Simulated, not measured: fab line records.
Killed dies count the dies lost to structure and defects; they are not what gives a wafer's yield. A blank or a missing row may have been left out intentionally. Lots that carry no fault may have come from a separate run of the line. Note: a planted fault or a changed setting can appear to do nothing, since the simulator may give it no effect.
One fault through the eyes of 2 desks ; flow sky130 ; only its own numbers are on each desk; what lay behind them is given at the end

## TOOL OWNER'S DESK, litho-track-03
The tool's own readings at SKY_SD_P_DEVELOP_06 (develop time 60 s): means of the sampled wafers that have a number, for each lot that ran on this tool. Any lot whose mean is over 4 standard deviations away from the usual mean is out of limits and marked OUT; that distance is given in the brackets.
Columns: A = chill-plate-temp-C at SKY_SD_P_DEVELOP_06, usual 22.98 C
lot;first seen here;A
L973;day 27 04:08;22.96
L978;day 29 23:28;23.01
L991;day 33 00:50;23.12
Result from this desk: across the 3 lots, nothing is out of limits.

## METROLOGY DESK
Lot by lot, what the gauges showed, no matter which tool ran the lot: averages of those sampled wafers that carry a number. Any lot whose mean is over 4 standard deviations away from the usual mean is out of limits and marked OUT; that distance is given in the brackets.
Columns: A = LDD_HVP_TW at SKY_LDD_HVP_TW_MEAS_10, usual 451; B = RES_XHIGH_RS at SKY_SD_N_RS_MEAS_18, usual 329.4 ohm/sq; C = LI_CONTACT_W_RS at SKY_LI_CONTACT_RS_MEAS_22, usual 0.2848 ohm/sq
lot;first seen here;A;B;C
L970;day 23 03:14;456;331.4;0.2863
L972;day 23 09:19;454;329.4;0.2819
L973;day 23 10:53;448;330.3;0.2818
L971;day 23 11:10;456;329.1;0.2863
L975;day 24 00:39;447;329.1;0.2856
L974;day 24 00:58;446;328.6;0.2834
L976;day 24 23:24;452;327.9;0.2845
L979;day 26 03:33;451;328.4;0.2859
L978;day 26 09:22;450;329.8;0.2825
L981;day 26 15:19;450;329.6;0.2875
L980;day 26 16:34;450;328.1;0.2841
L983;day 27 06:43;449;330.7;0.2850
L984;day 27 07:57;452;330.9;0.2846
L991;day 29 13:29;452;331.0;0.2884
Result from this desk: across the 14 lots, nothing is out of limits.

## TAKEN TOGETHER
Nothing out of limits was seen by the tool owner's desk.
At the metrology desk, nothing out of limits was observed.

## WHAT THE SIMULATOR PUT IN
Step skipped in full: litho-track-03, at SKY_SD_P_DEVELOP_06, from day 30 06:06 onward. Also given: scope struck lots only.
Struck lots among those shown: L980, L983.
